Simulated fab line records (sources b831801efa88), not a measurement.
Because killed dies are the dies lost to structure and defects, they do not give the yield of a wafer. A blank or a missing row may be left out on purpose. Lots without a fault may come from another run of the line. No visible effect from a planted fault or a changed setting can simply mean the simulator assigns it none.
fab line records	flow sky130
record lots=12	wafers=36	lastDay=50
route steps=708 shown VT_ADJUST_HVTR@142 RES_PROTECT@215 LDD_N@247 SD_N@354
lots with no fault: from the same line, run without faults
startH: hours from the record's first day to the start of the lot's first wafer shown	waitH: time in hours since the lot's previous step	" repeats the value in the row above	L1.1+2: several wafers, shown together as one row	- either no value or no given start	* or withheld: withheld	< > ~ a bound
route shown NAME@n: NAME is a module with steps in the file, n the number in the route of the first one	usual: mean/standard deviation taken from wafers without a fault	same: alike in all rows	chamber/n: place in a boat	sites: readings site by site	_std_site: the values' standard deviation	_edge_site: outer sites' mean less inner sites'	radiusMm: how far each site lies from the wafer's centre	mask NAME#n: copy n	behind: the tool/chamber that last shaped the wafer	hold: cause of the lot's hold/its duration in hours/its outcome	device: the n, p or np transistor that did not switch	end of line: at the end of the route, the tests of the same wafers	for a step that has no rows: nothing shown but its recipe	killed: the dies lost at the first sort to structure and to defects; this is not the yield of the wafer	map: a wafer's dies, x killed, . not, _ none there
set.NAME: the setting as run; set.NAME@STEP: as run at that earlier step	model.NAME: the simulator's own value behind a step, which no gauge read
the route's steps for a sample of lots (tables are steps, rows are wafers)
services: the hour from which a tool's chamber was out of use, counted from the record's first day as startH (under 0 if before that day), plus the number of hours and why
## steps
# step SKY_VT_ADJUST_HVTR_TW_MEAS_11
# usual VT_ADJUST_HVTR_TW=211.1/2.5
lot.wafer	tool	chamber	startH	waitH	VT_ADJUST_HVTR_TW
L565.2	filmMetro-03	-	234.30	0.1	209.5
L565.3	"	-	"	"	209.6
L565.4	"	-	"	"	209.6
L567.4	filmMetro-01	-	251.52	0.1	213.8
L567.5	"	-	"	"	213.4
L567.6	"	-	"	"	213.1
L568.2	filmMetro-01	-	261.65	0.1	214.0
L568.3	"	-	"	"	213.6
L568.4	"	-	"	"	214.5
L569.2	filmMetro-03	-	262.62	0.1	209.3
L569.4	"	-	"	"	208.6
L569.5	"	-	"	"	209.6
L570.4	filmMetro-04	-	272.70	0.1	216.5
L570.5	"	-	"	"	214.6
L570.6	"	-	"	"	215.0
L573.1	filmMetro-03	-	295.69	0.1	210.1
L573.4	"	-	"	"	209.7
L573.5	"	-	"	"	211.2
L577.3	filmMetro-03	-	319.01	0.1	208.6
L577.4	"	-	"	"	207.3
L577.5	"	-	"	"	208.1
L578.1	filmMetro-03	-	329.79	0.1	208.7
L578.4	"	-	"	"	208.9
L578.5	"	-	"	"	208.4
L580.1	filmMetro-03	-	342.97	0.1	208.1
L580.3	"	-	"	"	210.8
L580.4	"	-	"	"	208.6
L581.1	filmMetro-03	-	349.72	0.1	208.1
L581.2	"	-	"	"	208.6
L581.4	"	-	"	"	208.9
L582.1	filmMetro-04	-	361.19	0.1	212.7
L582.5	"	-	"	"	212.3
L582.6	"	-	"	"	213.7
L584.2	filmMetro-04	-	370.88	0.1	214.4
L584.4	"	-	"	"	212.5
L584.5	"	-	"	"	213.4
# step SKY_RES_PROTECT_TW_MEAS_08
# usual POLY_GATE_TW=4042/45
lot.wafer	tool	chamber	startH	waitH	POLY_GATE_TW
L565.2	filmMetro-03	-	376.12	0.1	4009
L565.3	"	-	"	"	4017
L565.4	"	-	"	"	3987
L567.4	filmMetro-04	-	402.55	0.1	4089
L567.5	"	-	"	"	4083
L567.6	"	-	"	"	4094
L568.2	filmMetro-03	-	411.17	0.1	3979
L568.3	"	-	"	"	3956
L568.4	"	-	"	"	3968
L569.2	filmMetro-04	-	411.23	0.1	4091
L569.4	"	-	"	"	4104
L569.5	"	-	"	"	4097
L570.4	filmMetro-04	-	419.40	0.1	4085
L570.5	"	-	"	"	4083
L570.6	"	-	"	"	4092
L573.1	filmMetro-03	-	446.77	0.1	4005
L573.4	"	-	"	"	4003
L573.5	"	-	"	"	4002
L577.3	filmMetro-03	-	475.39	0.1	3987
L577.4	"	-	"	"	3976
L577.5	"	-	"	"	4001
L578.1	filmMetro-02	-	488.62	0.1	4070
L578.4	"	-	"	"	4075
L578.5	"	-	"	"	4065
L580.1	filmMetro-04	-	507.27	0.1	4085
L580.3	"	-	"	"	4091
L580.4	"	-	"	"	4091
L581.1	filmMetro-03	-	510.96	0.1	3988
L581.2	"	-	"	"	3982
L581.4	"	-	"	"	3973
L582.1	filmMetro-02	-	521.68	0.1	4089
L582.5	"	-	"	"	4081
L582.6	"	-	"	"	4083
L584.2	filmMetro-03	-	536.27	0.1	3992
L584.4	"	-	"	"	3992
L584.5	"	-	"	"	3976
# step SKY_LDD_N_IMPLANT_10
# recipe species=As	energyKev=20	doseCm2=7.5e+13	tiltDeg=withheld	rotationDeg=203
# usual doseIonsCm2=7.502e+13/8.3e+10	faradayCurrentUA=423/7.7
lot.wafer	tool	chamber	startH	waitH	doseIonsCm2	faradayCurrentUA
L565.2	implanter-02	0	442.43	0.1	7.491e+13	415
L565.3	"	0	"	"	7.493e+13	411
L565.4	"	0	"	"	7.489e+13	427
L567.4	implanter-02	0	468.79	0.1	7.498e+13	430
L567.5	"	0	"	"	7.49e+13	422
L567.6	"	0	"	"	7.489e+13	418
L568.2	implanter-01	0	477.16	0.1	7.493e+13	429
L568.3	"	0	"	"	7.5e+13	409
L568.4	"	0	"	"	7.51e+13	418
L569.2	implanter-04	0	477.83	0.1	7.512e+13	422
L569.4	"	0	"	"	7.511e+13	422
L569.5	"	0	"	"	7.511e+13	413
L570.4	implanter-01	0	484.01	0.1	7.488e+13	425
L570.5	"	0	"	"	7.514e+13	434
L570.6	"	0	"	"	7.495e+13	425
L573.1	implanter-04	0	511.72	0.1	7.491e+13	436
L573.4	"	0	"	"	7.487e+13	421
L573.5	"	0	"	"	7.507e+13	414
L577.3	implanter-02	0	539.98	0.1	4.102e+13	228
L577.4	"	0	"	"	4.106e+13	233
L577.5	"	0	"	"	4.102e+13	231
L578.1	implanter-02	0	553.25	0.1	4.113e+13	234
L578.4	"	0	"	"	4.107e+13	236
L578.5	"	0	"	"	4.1e+13	226
L580.1	implanter-02	0	570.60	0.1	4.126e+13	234
L580.3	"	0	"	"	4.114e+13	241
L580.4	"	0	"	"	4.117e+13	238
L581.1	implanter-01	0	574.55	0.1	7.498e+13	428
L581.2	"	0	"	"	7.51e+13	434
L581.4	"	0	"	"	7.501e+13	419
L582.1	implanter-04	0	584.70	0.1	7.501e+13	427
L582.5	"	0	"	"	7.501e+13	414
L582.6	"	0	"	"	7.5e+13	410
L584.2	implanter-04	0	600.36	0.1	7.509e+13	442
L584.4	"	0	"	"	7.494e+13	416
L584.5	"	0	"	"	7.502e+13	422
# step SKY_LDD_N_STRIP_16
# recipe chemistry=O2/N2	powerW=1400	pressureMtorr=1500	platenTempC=withheld	o2FlowSccm=3000	n2FlowSccm=300	overashFraction=0.5
# usual drypumpMotorCurrentA=5.9/0.62	oesProductAu=0.407/0.0047	stripTimeToEndpointS=4.312/0.016
lot.wafer	tool	chamber	startH	waitH	drypumpMotorCurrentA	oesProductAu	rfHoursCounterH	stripTimeToEndpointS
L565.2	plasmaAsher-02	0	443.30	0.1	5.8	0.406	62	4.317
L565.3	"	1	"	"	6.4	0.413	-	4.294
L565.4	"	0	"	"	5.8	0.418	-	4.297
L567.4	plasmaAsher-04	0	469.65	0.1	5.1	0.411	-	4.305
L567.5	"	1	"	"	6.8	0.408	-	4.299
L567.6	"	0	"	"	5.1	0.409	-	4.302
L568.2	plasmaAsher-02	0	478.03	0.1	5.8	0.416	66	4.331
L568.3	"	1	"	"	6.5	0.410	-	4.325
L568.4	"	0	"	"	5.8	0.411	-	4.319
L569.2	plasmaAsher-03	0	478.70	0.1	6.2	0.414	33	4.279
L569.4	"	0	"	"	6.2	0.407	-	4.284
L569.5	"	1	"	"	5.3	0.408	-	4.282
L570.4	plasmaAsher-03	0	484.87	0.1	6.2	0.407	-	4.321
L570.5	"	0	"	"	6.2	0.406	-	4.334
L570.6	"	1	"	"	5.3	0.413	-	4.313
L573.1	plasmaAsher-04	0	512.62	0.1	5.2	0.409	9	4.328
L573.4	"	0	"	"	5.1	0.413	-	4.323
L573.5	"	0	"	"	5.1	0.406	-	4.325
L577.3	plasmaAsher-02	0	540.87	0.1	5.8	0.406	-	4.217
L577.4	"	1	"	"	6.5	0.407	-	4.205
L577.5	"	1	"	"	6.4	0.409	-	4.202
L578.1	plasmaAsher-04	0	554.15	0.1	5.1	0.405	13	4.217
L578.4	"	0	"	"	5.1	0.403	-	4.198
L578.5	"	1	"	"	6.7	0.409	-	4.223
L580.1	plasmaAsher-04	1	571.50	0.1	6.7	0.414	15	4.210
L580.3	"	1	"	"	6.7	0.408	-	4.248
L580.4	"	0	"	"	5.1	0.405	-	4.212
L581.1	plasmaAsher-04	1	575.45	0.1	6.7	0.409	15	4.301
L581.2	"	0	"	"	5.1	0.408	15	4.321
L581.4	"	0	"	"	5.1	0.406	-	4.318
L582.1	plasmaAsher-04	0	585.60	0.1	5.1	0.409	16	4.309
L582.5	"	0	"	"	5.1	0.411	-	4.323
L582.6	"	1	"	"	6.7	0.412	-	4.294
L584.2	plasmaAsher-03	1	601.23	0.1	5.3	0.400	46	4.351
L584.4	"	1	"	"	5.3	0.411	-	4.345
L584.5	"	1	"	"	5.3	0.407	-	4.329
# step SKY_SD_N_TW_MEAS_12
# usual SD_N_TW=3985/34
lot.wafer	tool	chamber	startH	waitH	SD_N_TW
L565.2	filmMetro-02	-	683.50	0.1	4027
L565.3	"	-	"	"	4023
L565.4	"	-	"	"	4006
L567.4	filmMetro-03	-	706.97	0.1	3946
L567.5	"	-	"	"	3927
L567.6	"	-	"	"	3959
L568.2	filmMetro-01	-	715.05	0.1	3967
L568.3	"	-	"	"	3962
L568.4	"	-	"	"	3970
L569.2	filmMetro-01	-	717.33	0.1	3989
L569.4	"	-	"	"	3998
L569.5	"	-	"	"	4006
L570.4	filmMetro-01	-	719.07	0.1	3963
L570.5	"	-	"	"	3982
L570.6	"	-	"	"	3974
L573.1	filmMetro-03	-	746.89	0.1	3925
L573.4	"	-	"	"	3921
L573.5	"	-	"	"	3928
L577.3	filmMetro-02	-	771.39	0.1	4050
L577.4	"	-	"	"	4063
L577.5	"	-	"	"	4052
L578.1	filmMetro-03	-	783.02	0.1	3956
L578.4	"	-	"	"	3969
L578.5	"	-	"	"	3968
L580.1	filmMetro-01	-	799.40	0.1	3991
L580.3	"	-	"	"	3997
L580.4	"	-	"	"	4008
L581.1	filmMetro-02	-	800.61	0.1	4022
L581.2	"	-	"	"	4011
L581.4	"	-	"	"	4036
L582.1	filmMetro-01	-	810.35	0.1	3962
L582.5	"	-	"	"	3984
L582.6	"	-	"	"	3984
L584.2	filmMetro-03	-	825.63	0.1	3970
L584.4	"	-	"	"	3990
L584.5	"	-	"	"	3973
## services
tool	chamber	startH	hours	kind
plasmaAsher-04	-	421.81	9.0	pm
plasmaAsher-04	0	421.81	9.0	ventCycle
plasmaAsher-04	1	421.81	9.0	ventCycle
implanter-04	-	422.33	18.5	pm
plasmaAsher-04	0	430.81	-	clean
plasmaAsher-04	1	430.81	-	clean
implanter-01	-	437.03	16.9	repair
implanter-04	-	440.84	11.3	pm
plasmaAsher-03	-	454.38	14.6	pm
plasmaAsher-04	-	470.35	1.4	repair
implanter-02	-	473.52	0.9	repair
implanter-04	-	487.50	3.2	repair
implanter-04	-	516.53	5.6	repair
implanter-01	-	542.31	5.9	repair
plasmaAsher-04	-	546.17	2.8	pm
implanter-04	-	552.69	2.6	pm
plasmaAsher-02	-	552.70	20.2	pm
plasmaAsher-04	-	574.57	0.7	repair
## key
firstSign step=SKY_LDD_N_IMPLANT_10	reading=doseIonsCm2	direction=down	sigmas=99+	usual=*	struck=*
effect step=SKY_LDD_N_IMPLANT_10	reading=faradayCurrentUA	direction=down	sigmas=25	usual=423	struck=233
effect step=SKY_LDD_N_STRIP_16	reading=stripTimeToEndpointS	direction=down	sigmas=6.2	usual=*	struck=*
metAt SKY_LDD_N_IMPLANT_10
struckLots L577,L578,L580
testerLeftOut L577,L578,L580
notActingAt SKY_VT_ADJUST_HVTR_TW_MEAS_11,SKY_RES_PROTECT_TW_MEAS_08,SKY_SD_N_TW_MEAS_12
onsetBetween 468.79 539.98
fault kind=processParameterDrift	tool=implanter-02	chamber=-	onsetH=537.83	steps=SKY_LDD_N_IMPLANT_10	channel=doseCm2	offset=*	shape=step	endH=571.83	actsIn=*	stated=*
# testerLeftOut: of these lots the tester's yield and bins aren't shown, on N5 and GAA mostly nor the transistor test; their killed dies are dies lost to structure and defects alone, not to doping, threshold or leakage, so they don't give the yield
